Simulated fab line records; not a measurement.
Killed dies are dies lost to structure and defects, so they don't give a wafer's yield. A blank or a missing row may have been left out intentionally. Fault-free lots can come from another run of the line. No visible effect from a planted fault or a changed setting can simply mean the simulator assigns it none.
fab line records -- flow gf180mcu
[record] lots = 13, wafers = 39, lastDay = 34
route steps=602 shown LVPWELL@61 HV_LDD@182 SAB@264 CONTACT@303
lots with no fault: from the same line, run without faults
startH: hours from the record's opening day to when the first of the lot's shown wafers began -- waitH: hours elapsed since this lot's preceding step -- " identical to the entry in the row above -- L1.1+2: several wafers, shown together as one row -- - either no value or no given start -- * or withheld: withheld -- < > ~ a bound
route shown NAME@n: a module of which the file shows steps, and the number in the route of the first -- usual: the fault-free wafers' mean and standard deviation -- same: alike in all rows -- chamber/n: place in a boat -- sites: each site's reading -- _std_site: their standard deviation -- _edge_site: outer sites' mean less inner sites' -- radiusMm: for every site, how far away it sits from the centre of the wafer -- mask NAME#n: copy n -- behind: the tool/chamber that last shaped the wafer -- hold: the reason the lot was held/the length of the hold in hours/how it ended -- device: transistor that didn't switch, given as n, p or np -- end of line: the route-end tests of the same wafers -- for a step that has no rows: nothing shown but its recipe -- killed: count of dies lost to structure and defects at first sort (not the wafer's yield) -- map: shows each die of a wafer: x if killed, . if not, _ if none is there
set.NAME: setting as actually run; set.NAME@STEP: the setting as run at that earlier step -- model.NAME: the simulator's own value behind a step, which no gauge read
one table for each step of the route and one row for each wafer, over a sample of lots
services: the hour from which a tool's chamber was out of use, counted from the record's first day as startH (under 0 if before that day), plus the number of hours and why
[[steps]]
[step GF_LVPWELL_OVL_MEAS_07]
[usual] LVPWELL_OVL = 1.1/1.4
lot.wafer,tool,chamber,startH,waitH,LVPWELL_OVL[nm]
L214.2,overlay-02,-,71.18,-,3.2
L214.4,overlay-02,-,71.18,-,3.4
L214.5,overlay-02,-,71.18,-,3.3
L215.3,overlay-01,-,75.54,-,1.5
L215.4,overlay-01,-,75.54,-,1.6
L215.5,overlay-01,-,75.54,-,-0.5
L216.2,overlay-01,-,80.08,-,2.4
L216.4,overlay-01,-,80.08,-,2.6
L216.6,overlay-01,-,80.08,-,0.3
L219.2,overlay-01,-,94.58,-,0.0
L219.3,overlay-01,-,94.58,-,-1.1
L219.5,overlay-01,-,94.58,-,-2.1
L220.2,overlay-01,-,102.68,-,-1.3
L220.4,overlay-01,-,102.68,-,1.2
L220.5,overlay-01,-,102.68,-,-0.2
L223.1,overlay-01,-,119.08,-,1.4
L223.3,overlay-01,-,119.08,-,1.3
L223.6,overlay-01,-,119.08,-,1.1
L224.1,overlay-01,-,125.72,-,0.4
L224.5,overlay-01,-,125.72,-,-0.9
L224.6,overlay-01,-,125.72,-,-0.8
L225.1,overlay-01,-,133.12,-,0.1
L225.3,overlay-01,-,133.12,-,1.6
L225.6,overlay-01,-,133.12,-,1.9
L226.1,overlay-01,-,134.13,-,0.6
L226.2,overlay-01,-,134.13,-,2.9
L226.4,overlay-01,-,134.13,-,0.4
L228.1,overlay-01,-,148.62,-,1.5
L228.2,overlay-01,-,148.62,-,1.9
L228.6,overlay-01,-,148.62,-,0.8
L229.1,overlay-01,-,152.73,-,-0.7
L229.2,overlay-01,-,152.73,-,1.2
L229.6,overlay-01,-,152.73,-,-1.8
L235.3,overlay-01,-,188.29,-,2.4
L235.4,overlay-01,-,188.29,-,0.1
L235.5,overlay-01,-,188.29,-,2.3
L236.1,overlay-02,-,192.82,-,-0.5
L236.2,overlay-02,-,192.82,-,0.3
L236.4,overlay-02,-,192.82,-,2.8
[step GF_HV_LDD_DEVELOP_06]
[recipe] developTimeS = 60, devTempC = 23
[usual] chillPlateTempC = 22.99/0.097
lot.wafer,tool,chamber,startH,waitH,chillPlateTempC
L214.2,lithoTrack-02,0,219.24,0.1,22.93
L214.4,lithoTrack-02,0,219.24,0.1,22.94
L214.5,lithoTrack-02,0,219.24,0.1,22.90
L215.3,lithoTrack-01,0,232.82,0.1,23.08
L215.4,lithoTrack-01,0,232.82,0.1,23.01
L215.5,lithoTrack-01,0,232.82,0.1,22.95
L216.2,lithoTrack-02,0,232.84,0.1,22.88
L216.4,lithoTrack-02,0,232.84,0.1,22.92
L216.6,lithoTrack-02,0,232.84,0.1,22.83
L219.2,lithoTrack-03,0,256.15,0.1,23.08
L219.3,lithoTrack-03,0,256.15,0.1,23.05
L219.5,lithoTrack-03,0,256.15,0.1,23.02
L220.2,lithoTrack-03,0,266.80,0.1,22.88
L220.4,lithoTrack-03,0,266.80,0.1,22.96
L220.5,lithoTrack-03,0,266.80,0.1,23.08
L223.1,lithoTrack-02,0,284.02,0.1,22.96
L223.3,lithoTrack-02,0,284.02,0.1,22.84
L223.6,lithoTrack-02,0,284.02,0.1,23.00
L224.1,lithoTrack-01,0,292.67,0.1,23.05
L224.5,lithoTrack-01,0,292.67,0.1,23.00
L224.6,lithoTrack-01,0,292.67,0.1,23.07
L225.1,lithoTrack-03,0,301.62,0.1,23.09
L225.3,lithoTrack-03,0,301.62,0.1,22.91
L225.6,lithoTrack-03,0,301.62,0.1,23.06
L226.1,lithoTrack-02,0,302.57,0.1,23.17
L226.2,lithoTrack-02,0,302.57,0.1,23.03
L226.4,lithoTrack-02,0,302.57,0.1,23.16
L228.1,lithoTrack-02,0,316.07,0.1,22.96
L228.2,lithoTrack-02,0,316.07,0.1,22.97
L228.6,lithoTrack-02,0,316.07,0.1,22.90
L229.1,lithoTrack-02,0,323.02,0.1,23.02
L229.2,lithoTrack-02,0,323.02,0.1,23.16
L229.6,lithoTrack-02,0,323.02,0.1,22.90
L235.3,lithoTrack-01,0,365.52,0.1,23.11
L235.4,lithoTrack-01,0,365.52,0.1,22.97
L235.5,lithoTrack-01,0,365.52,0.1,23.11
L236.1,lithoTrack-01,0,375.27,0.1,22.91
L236.2,lithoTrack-01,0,375.27,0.1,22.97
L236.4,lithoTrack-01,0,375.27,0.1,23.06
[step GF_HV_LDD_CD_MEAS_07]
[recipe] targetCdNm = 400
[usual] cdNm = 400.3/1.8
lot.wafer,tool,chamber,startH,waitH,cdNm
L214.2,cdSem-01,-,219.39,0.1,397.0
L214.4,cdSem-01,-,219.39,0.1,395.0
L214.5,cdSem-01,-,219.39,0.1,396.5
L215.3,cdSem-02,-,232.96,0.1,398.3
L215.4,cdSem-02,-,232.96,0.1,400.4
L215.5,cdSem-02,-,232.96,0.1,398.0
L216.2,cdSem-02,-,233.06,0.2,401.1
L216.4,cdSem-02,-,233.06,0.2,400.2
L216.6,cdSem-02,-,233.06,0.2,401.2
L219.2,cdSem-02,-,256.29,0.1,401.4
L219.3,cdSem-02,-,256.29,0.1,401.7
L219.5,cdSem-02,-,256.29,0.1,402.7
L220.2,cdSem-01,-,266.94,0.1,401.7
L220.4,cdSem-01,-,266.94,0.1,397.7
L220.5,cdSem-01,-,266.94,0.1,398.8
L223.1,cdSem-02,-,284.17,0.1,402.2
L223.3,cdSem-02,-,284.17,0.1,402.8
L223.6,cdSem-02,-,284.17,0.1,402.1
L224.1,cdSem-02,-,292.82,0.1,400.2
L224.5,cdSem-02,-,292.82,0.1,402.2
L224.6,cdSem-02,-,292.82,0.1,402.2
L225.1,cdSem-02,-,301.77,0.1,398.7
L225.3,cdSem-02,-,301.77,0.1,399.1
L225.6,cdSem-02,-,301.77,0.1,397.1
L226.1,cdSem-01,-,302.72,0.1,400.7
L226.2,cdSem-01,-,302.72,0.1,400.7
L226.4,cdSem-01,-,302.72,0.1,399.1
L228.1,cdSem-01,-,316.22,0.1,417.6
L228.2,cdSem-01,-,316.22,0.1,416.2
L228.6,cdSem-01,-,316.22,0.1,415.4
L229.1,cdSem-01,-,323.17,0.1,418.4
L229.2,cdSem-01,-,323.17,0.1,417.5
L229.6,cdSem-01,-,323.17,0.1,417.5
L235.3,cdSem-01,-,365.66,0.1,398.6
L235.4,cdSem-01,-,365.66,0.1,398.2
L235.5,cdSem-01,-,365.66,0.1,398.0
L236.1,cdSem-02,-,375.42,0.1,401.1
L236.2,cdSem-02,-,375.42,0.1,399.3
L236.4,cdSem-02,-,375.42,0.1,401.9
[step GF_SAB_CVD_00]
[recipe] material = SiO2, targetThkNm = 50, precursor = TEOS, tempC = 400, timeS = 4.9302, rfW = 600
[usual] heaterPowerOuterW = 375/49, heaterPowerW = 663/82
lot.wafer,tool,chamber,startH,waitH,heaterPowerOuterW,heaterPowerW
L214.2,pecvd-01,1,319.76,0.1,327,515
L214.4,pecvd-01,0,319.76,0.1,319,645
L214.5,pecvd-01,2,319.76,0.1,380,715
L215.3,pecvd-01,1,336.47,0.1,406,605
L215.4,pecvd-01,0,336.47,0.1,383,699
L215.5,pecvd-01,1,336.47,0.1,406,626
L216.2,pecvd-02,0,336.76,0.1,374,671
L216.4,pecvd-02,2,336.76,0.1,386,638
L216.6,pecvd-02,0,336.76,0.1,367,660
L219.2,pecvd-02,2,362.64,0.1,304,525
L219.3,pecvd-02,0,362.64,0.1,316,586
L219.5,pecvd-02,0,362.64,0.1,316,581
L220.2,pecvd-02,0,375.71,0.1,338,605
L220.4,pecvd-02,2,375.71,0.1,311,530
L220.5,pecvd-02,1,375.71,0.1,432,783
L223.1,pecvd-02,0,395.06,0.1,322,609
L223.3,pecvd-02,2,395.06,0.1,385,630
L223.6,pecvd-02,2,395.06,0.1,391,632
L224.1,pecvd-01,0,407.87,0.1,353,686
L224.5,pecvd-01,0,407.87,0.1,357,667
L224.6,pecvd-01,2,407.87,0.1,393,697
L225.1,pecvd-02,1,415.01,0.1,463,805
L225.3,pecvd-02,0,415.01,0.1,379,643
L225.6,pecvd-02,1,415.01,0.1,464,825
L226.1,pecvd-01,0,416.81,0.1,336,654
L226.2,pecvd-01,1,416.81,0.1,350,556
L226.4,pecvd-01,2,416.81,0.1,332,656
L228.1,pecvd-01,1,433.01,0.1,383,575
L228.2,pecvd-01,2,433.01,0.1,401,756
L228.6,pecvd-01,2,433.01,0.1,402,727
L229.1,pecvd-02,0,441.71,0.1,371,643
L229.2,pecvd-02,1,441.71,0.1,398,706
L229.6,pecvd-02,0,441.71,0.1,379,655
L235.3,pecvd-04,0,488.91,0.1,358,635
L235.4,pecvd-04,2,488.91,0.1,420,748
L235.5,pecvd-04,0,488.91,0.1,366,622
L236.1,pecvd-04,1,498.56,0.1,295,581
L236.2,pecvd-04,2,498.56,0.1,488,860
L236.4,pecvd-04,1,498.56,0.1,289,577
[step GF_CONTACT_ETCH_16]
[recipe] chemistry = N2/H2, targetDepthA = withheld, overetchA = withheld, timeS = withheld, target = BARC, ionEnergyEv = 200, sourceW = 500, biasW = 100, pressureMtorr = 30, n2FlowSccm = 100, h2FlowSccm = 200
[usual] drypumpMotorCurrentA = 5.8/0.59, n2FlowSccm = 99.99/0.28, oesProductAu = 0.855/0.0048, throttleValvePct = 13.225/0.0087
lot.wafer,tool,chamber,startH,waitH,drypumpMotorCurrentA,n2FlowSccm,oesProductAu,throttleValvePct
L214.2,rieDiel-03,1,364.52,0.0,5.6,99.54,0.857,13.213
L214.4,rieDiel-03,1,364.52,0.0,5.6,99.80,0.853,13.223
L214.5,rieDiel-03,3,364.52,0.0,5.7,99.83,0.854,13.220
L215.3,rieDiel-04,0,381.33,0.0,5.2,100.44,0.860,13.218
L215.4,rieDiel-04,2,381.33,0.0,4.8,100.06,0.859,13.226
L215.5,rieDiel-04,3,381.33,0.0,5.2,100.36,0.856,13.239
L216.2,rieDiel-01,2,381.68,0.0,6.6,100.05,0.856,13.238
L216.4,rieDiel-01,0,381.68,0.0,6.2,100.04,0.859,13.225
L216.6,rieDiel-01,0,381.68,0.0,6.2,99.79,0.858,13.217
L219.2,rieDiel-01,3,410.33,0.0,6.5,99.75,0.858,13.238
L219.3,rieDiel-01,1,410.33,0.0,6.3,100.33,0.847,13.222
L219.5,rieDiel-01,1,410.33,0.0,6.3,100.13,0.852,13.223
L220.2,rieDiel-01,0,423.78,0.0,6.2,99.70,0.848,13.241
L220.4,rieDiel-01,3,423.78,0.0,6.5,99.85,0.850,13.231
L220.5,rieDiel-01,0,423.78,0.0,6.2,99.75,0.853,13.215
L223.1,rieDiel-04,3,443.32,0.0,5.2,100.07,0.852,13.212
L223.3,rieDiel-04,0,443.32,0.0,5.2,100.27,0.858,13.232
L223.6,rieDiel-04,0,443.32,0.0,5.2,99.76,0.850,13.234
L224.1,rieDiel-01,3,456.72,0.0,6.5,100.01,0.855,13.229
L224.5,rieDiel-01,1,456.72,0.0,6.3,100.55,0.854,13.217
L224.6,rieDiel-01,0,456.72,0.0,6.2,100.28,0.847,13.227
L225.1,rieDiel-04,3,465.13,0.0,5.2,99.89,0.850,13.234
L225.3,rieDiel-04,1,465.13,0.0,6.3,99.79,0.857,13.215
L225.6,rieDiel-04,2,465.13,0.0,4.8,99.96,0.856,13.225
L226.1,rieDiel-03,1,466.58,0.0,5.6,100.03,0.856,13.225
L226.2,rieDiel-03,0,466.58,0.0,5.3,100.41,0.854,13.221
L226.4,rieDiel-03,3,466.58,0.0,5.7,99.71,0.856,13.213
L228.1,rieDiel-04,0,482.67,0.0,5.2,99.64,0.868,13.228
L228.2,rieDiel-04,1,482.67,0.0,6.2,100.63,0.856,13.234
L228.6,rieDiel-04,1,482.67,0.0,6.2,100.65,0.856,13.229
L229.1,rieDiel-03,1,490.32,0.0,5.6,99.95,0.853,13.238
L229.2,rieDiel-03,0,490.32,0.0,5.3,99.41,0.857,13.225
L229.6,rieDiel-03,0,490.32,0.0,5.3,99.51,0.860,13.223
L235.3,rieDiel-01,0,536.53,0.0,6.2,100.19,0.852,13.223
L235.4,rieDiel-01,1,536.53,0.0,6.3,100.08,0.855,13.212
L235.5,rieDiel-01,0,536.53,0.0,6.2,100.31,0.857,13.231
L236.1,rieDiel-03,1,545.42,0.0,5.6,100.24,0.847,13.219
L236.2,rieDiel-03,3,545.42,0.0,5.7,100.48,0.859,13.226
L236.4,rieDiel-03,0,545.42,0.0,5.3,99.92,0.856,13.220
[[services]]
tool,chamber,startH,hours,kind
rieDiel-04,3,201.89,12.1,repair
pecvd-02,2,204.49,24.4,repair
rieDiel-03,2,211.08,17.3,repair
rieDiel-03,-,226.69,0.6,repair
rieDiel-04,1,255.64,4.6,repair
pecvd-02,-,269.91,2.6,repair
rieDiel-04,0,279.54,24.6,repair
rieDiel-01,2,303.45,4.7,repair
pecvd-01,2,334.41,16.8,repair
rieDiel-03,-,351.11,0.6,repair
pecvd-01,2,356.21,2.2,repair
rieDiel-03,2,358.88,23.6,repair
pecvd-02,-,368.34,2.8,pm
rieDiel-03,0,413.00,8.4,repair
rieDiel-03,-,428.65,28.1,pm
rieDiel-04,1,435.56,2.8,repair
pecvd-02,-,459.75,6.0,pm
rieDiel-03,1,467.91,4.6,repair
rieDiel-01,1,478.35,13.3,repair
rieDiel-04,2,479.84,4.1,repair
rieDiel-03,2,481.22,5.6,repair
rieDiel-04,1,500.91,4.5,repair
rieDiel-01,3,527.19,1.3,repair
rieDiel-01,-,538.57,0.5,repair
[[key]]
[firstSign] step = GF_HV_LDD_CD_MEAS_07, reading = cdNm, direction = up, sigmas = 9.1, usual = 400.3, struck = 417.1
effect none on later readings
metAt GF_HV_LDD_DEVELOP_06
struckLots L228,L229
testerLeftOut L228,L229
notActingAt GF_LVPWELL_OVL_MEAS_07,GF_SAB_CVD_00,GF_CONTACT_ETCH_16
onsetBetween 302.57 316.07
[fault] kind = processParameterDrift, tool = lithoTrack-02, chamber = -, onsetH = 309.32, steps = GF_HV_LDD_DEVELOP_06, channel = developTimeS, offset = *, shape = step, endH = 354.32, actsIn = *, stated = *
// testerLeftOut: of these lots the tester's yield and bins aren't shown, on N5 and GAA mostly nor the transistor test; their killed dies are dies lost to structure and defects alone, not to doping, threshold or leakage, so they don't give the yield
